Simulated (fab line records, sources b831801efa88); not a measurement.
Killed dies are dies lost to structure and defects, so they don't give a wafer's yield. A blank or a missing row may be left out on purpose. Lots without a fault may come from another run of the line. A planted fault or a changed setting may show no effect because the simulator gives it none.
fab line records | flow gf180mcu | part 2 of 2: steps 24 to 32 of 32
record lots=5 wafers=15 last_day=33
route steps=602 shown VT_IMPLANT@105 MVSD@136
lots that met no fault: from a run of the same line without faults
start_h: hours from the record's first day to the start of the lot's first wafer shown | wait_h: hours since the lot's step before | " the same as in the row above | L1.1+2: a row that stands for several wafers | - no value, or no start given | * or withheld: withheld | < > ~ a bound
route shown NAME@n: a module of which the file shows steps, and the number in the route of the first | usual: mean/standard deviation of fault-free wafers | same: alike in all rows | chamber/n: place in a boat | sites: the reading at each site | _std_site: their standard deviation | _edge_site: outer sites' mean less inner sites' | radius_mm: how far each site lies from the wafer's centre | mask NAME#n: copy n | behind: the tool/chamber that last shaped the wafer | hold: why the lot was held/for how many hours/how that ended | device: the transistor (n, p or np) that didn't switch | end of line: the same wafers' tests at the end of the route | a step without rows: its recipe alone | killed: dies lost to structure and defects at the first sort, not the wafer's yield | map: a wafer's dies, x killed, . not, _ none there
set.NAME: the setting as run; set.NAME@STEP: as run at that earlier step | model.NAME: the simulator's own value behind a step, which no gauge read
lots at some steps of the route; a table a step, a row a wafer
services: from which hour (start_h, from the record's first day; less than 0 if before it) a tool's chamber was out of use, for how many hours, and why
## steps
# step GF_VT_IMPLANT_PEB_38
# recipe temp_c=withheld time_s=* resist=NOVOLAK
# usual resist_line_temp_C=*
# columns lot.wafer tool chamber start_h wait_h resist_line_temp_C
L075.4 litho_track-04 0 - - *
L075.5 " 0 " " *
L075.6 " 0 " " *
L085.1 litho_track-02 0 - - *
L085.4 " 0 " " *
L085.5 " 0 " " *
L089.1 litho_track-02 0 - - *
L089.2 " 0 " " *
L089.5 " 0 " " *
L091.2 litho_track-01 0 - - *
L091.3 " 0 " " *
L091.4 " 0 " " *
L092.4 litho_track-02 0 - - *
L092.5 " 0 " " *
L092.6 " 0 " " *
# step GF_VT_IMPLANT_DEVELOP_39
# recipe develop_time_s=60 dev_temp_c=23
# usual resist_line_temp_C=23.01/0.11
# columns lot.wafer tool chamber start_h wait_h resist_line_temp_C
L075.4 litho_track-04 0 163.50 0.1 23.15
L075.5 " 0 " " 23.11
L075.6 " 0 " " 22.97
L085.1 litho_track-02 0 229.90 0.1 22.88
L085.4 " 0 " " 22.94
L085.5 " 0 " " 22.81
L089.1 litho_track-02 0 259.40 0.1 22.85
L089.2 " 0 " " 22.77
L089.5 " 0 " " 22.92
L091.2 litho_track-01 0 269.64 0.1 22.86
L091.3 " 0 " " 23.09
L091.4 " 0 " " 23.08
L092.4 litho_track-02 0 277.53 0.1 22.93
L092.5 " 0 " " 23.00
L092.6 " 0 " " 23.04
# step GF_VT_IMPLANT_OVL_MEAS_40
# usual VT_IMPLANT_03_OVL=0.8/1.5
# columns lot.wafer tool chamber start_h wait_h VT_IMPLANT_03_OVL[nm]
L075.4 overlay-02 - 163.60 0.1 -1.2
L075.5 " - " " 2.7
L075.6 " - " " 0.4
L085.1 overlay-02 - 230.05 0.1 3.1
L085.4 " - " " 2.0
L085.5 " - " " 3.1
L089.1 overlay-01 - 259.55 0.1 -0.8
L089.2 " - " " 3.1
L089.5 " - " " 1.5
L091.2 overlay-01 - 269.80 0.1 0.5
L091.3 " - " " -0.5
L091.4 " - " " 0.4
L092.4 overlay-01 - 277.62 0.1 3.2
L092.5 " - " " 1.3
L092.6 " - " " 1.9
# step GF_VT_IMPLANT_IMPLANT_41
# recipe species=As energy_kev=70 dose_cm2=1.013e+12 tilt_deg=7
# usual dose_ions_cm2=1.0131e+12/1.1e+09
# columns lot.wafer tool chamber start_h wait_h dose_ions_cm2
L075.4 implanter-03 0 163.69 0.1 1.0126e+12
L075.5 " 0 " " 1.0132e+12
L075.6 " 0 " " 1.0111e+12
L085.1 implanter-03 0 230.09 0.0 1.0118e+12
L085.4 " 0 " " 1.0133e+12
L085.5 " 0 " " 1.0132e+12
L089.1 implanter-02 0 259.59 0.0 1.013e+12
L089.2 " 0 " " 1.0134e+12
L089.5 " 0 " " 1.0133e+12
L091.2 implanter-03 0 269.86 0.0 1.0114e+12
L091.3 " 0 " " 1.0116e+12
L091.4 " 0 " " 1.013e+12
L092.4 implanter-02 0 277.71 0.1 1.0134e+12
L092.5 " 0 " " 1.0137e+12
L092.6 " 0 " " 1.0124e+12
# step GF_VT_IMPLANT_STRIP_42
# recipe chemistry=O2/N2 power_w=1400 pressure_mtorr=1500 platen_temp_c=250 o2_flow_sccm=3000 n2_flow_sccm=300 overash_fraction=0.5
# usual drypump_motor_current_A=5.5/0.43 heater_power_w=328/34 oes_product_au=0.716/0.0044 strip_time_to_endpoint_s=12.64/0.032
# columns lot.wafer tool chamber start_h wait_h drypump_motor_current_A heater_power_w oes_product_au rf_hours_counter_h strip_time_to_endpoint_s
L075.4 plasma_asher-03 0 163.80 0.1 5.6 333 0.719 - 12.65
L075.5 " 0 " " 5.6 319 0.721 - 12.68
L075.6 " 1 " " 4.9 299 0.719 - 12.57
L085.1 plasma_asher-02 0 230.24 0.1 5.2 380 0.718 56 12.66
L085.4 " 1 " " 5.7 292 0.717 - 12.68
L085.5 " 0 " " 5.2 376 0.718 - 12.66
L089.1 plasma_asher-01 1 259.74 0.1 5.5 318 0.715 48 12.63
L089.2 " 0 " " 6.4 353 0.710 48 12.62
L089.5 " 1 " " 5.4 320 0.718 - 12.62
L091.2 plasma_asher-03 1 269.98 0.1 4.9 299 0.718 19 12.66
L091.3 " 1 " " 4.9 294 0.725 - 12.62
L091.4 " 0 " " 5.6 326 0.715 - 12.61
L092.4 plasma_asher-03 0 277.82 0.1 5.6 329 0.713 - 12.62
L092.5 " 1 " " 4.9 301 0.724 - 12.65
L092.6 " 0 " " 5.6 333 0.710 - 12.66
# step GF_VT_IMPLANT_TW_MEAS_43
# usual VT_IMPLANT_4_TW=693/8.6
# columns lot.wafer tool chamber start_h wait_h VT_IMPLANT_4_TW
L075.4 film_metro-02 - 163.89 0.1 702
L075.5 " - " " 704
L075.6 " - " " 705
L085.1 film_metro-01 - 230.34 0.1 693
L085.4 " - " " 691
L085.5 " - " " 694
L089.1 film_metro-01 - 259.84 0.1 687
L089.2 " - " " 689
L089.5 " - " " 688
L091.2 film_metro-03 - 270.09 0.1 684
L091.3 " - " " 687
L091.4 " - " " 689
L092.4 film_metro-02 - 277.92 0.1 703
L092.5 " - " " 704
L092.6 " - " " 704
# step GF_VT_IMPLANT_CLEAN_44
# recipe chemistry=SC1/SC2 mix=1:4:20 temp_c=70 time_s=150 dry=n2_spin
# columns lot.wafer tool chamber start_h wait_h
L075.4+5+6 wet_bench-04 1 163.92 0.0
L085.1+4+5 wet_bench-01 1 230.40 0.1
L089.1+2+5 wet_bench-02 0 259.90 0.1
L091.2+3+4 wet_bench-02 3 270.14 0.0
L092.4+5+6 wet_bench-02 0 277.95 0.0
# step GF_VT_IMPLANT_RTA_45
# recipe temp_c=1050 time_s=30 ambient=N2
# usual lamp_power_pct=33.3/3 wafer_temp_C_max=1056.3/1.4
# columns lot.wafer tool chamber start_h wait_h lamp_power_pct wafer_temp_C_max
L075.4 rtp_anneal-01 0 164.03 0.1 30.8 1055.4
L075.5 " 0 " " 30.7 1056.2
L075.6 " 0 " " 30.8 1055.2
L085.1 rtp_anneal-01 0 230.45 0.0 30.7 1054.3
L085.4 " 0 " " 30.7 1056.2
L085.5 " 0 " " 30.7 1054.5
L089.1 rtp_anneal-02 0 259.95 0.0 36.8 1058.9
L089.2 " 0 " " 36.7 1057.1
L089.5 " 0 " " 36.7 1056.2
L091.2 rtp_anneal-02 0 270.22 0.0 36.7 1054.3
L091.3 " 0 " " 36.7 1058.5
L091.4 " 0 " " 36.8 1058.7
L092.4 rtp_anneal-01 0 278.05 0.1 30.8 1056.4
L092.5 " 0 " " 30.7 1056.0
L092.6 " 0 " " 30.8 1054.5
# step GF_VT_IMPLANT_RS_MEAS_46
# recipe thk_meas_gauge=four-point-probe
# usual MVSD_RS=456.8/1
# columns lot.wafer tool chamber start_h wait_h MVSD_RS[ohm/sq]
L075.4 film_metro-03 - 164.14 0.1 455.6
L075.5 " - " " 456.7
L075.6 " - " " 457.4
L085.1 film_metro-03 - 230.55 0.1 457.5
L085.4 " - " " 458.0
L085.5 " - " " 458.3
L089.1 film_metro-02 - 260.05 0.1 457.0
L089.2 " - " " 457.7
L089.5 " - " " 456.8
L091.2 film_metro-02 - 270.32 0.1 458.2
L091.3 " - " " 456.9
L091.4 " - " " 457.9
L092.4 film_metro-04 - 278.16 0.1 456.1
L092.5 " - " " 456.7
L092.6 " - " " 457.2
## services
# columns tool chamber start_h hours kind
implanter-02 - 101.21 2.0 repair
implanter-01 - 107.96 4.5 pm
plasma_asher-03 - 108.75 9.0 pm
plasma_asher-03 0 108.75 9.0 vent_cycle
plasma_asher-03 1 108.75 9.0 vent_cycle
plasma_asher-03 0 117.75 - clean
plasma_asher-01 - 134.71 15.6 pm
litho_track-02 - 143.18 - consumable_replace:filter
iline_stepper-01 - 148.41 8.9 repair
plasma_asher-03 - 150.35 2.8 pm
plasma_asher-02 - 150.61 2.8 pm
iline_stepper-01 0 154.91 - calibration
implanter-01 - 157.29 3.4 repair
iline_stepper-01 - 164.36 0.5 repair
implanter-02 - 187.77 1.1 repair
iline_stepper-01 - 199.40 1.7 pm
plasma_asher-03 - 199.69 0.4 repair
implanter-01 - 199.83 1.9 repair
litho_track-01 - 201.20 - consumable_replace:filter
implanter-01 - 227.42 0.8 repair
wet_bench-01 - 232.85 1.7 repair
implanter-03 - 244.22 4.5 repair
rtp_anneal-02 - 252.70 0.8 pm
plasma_asher-01 - 270.64 2.9 repair
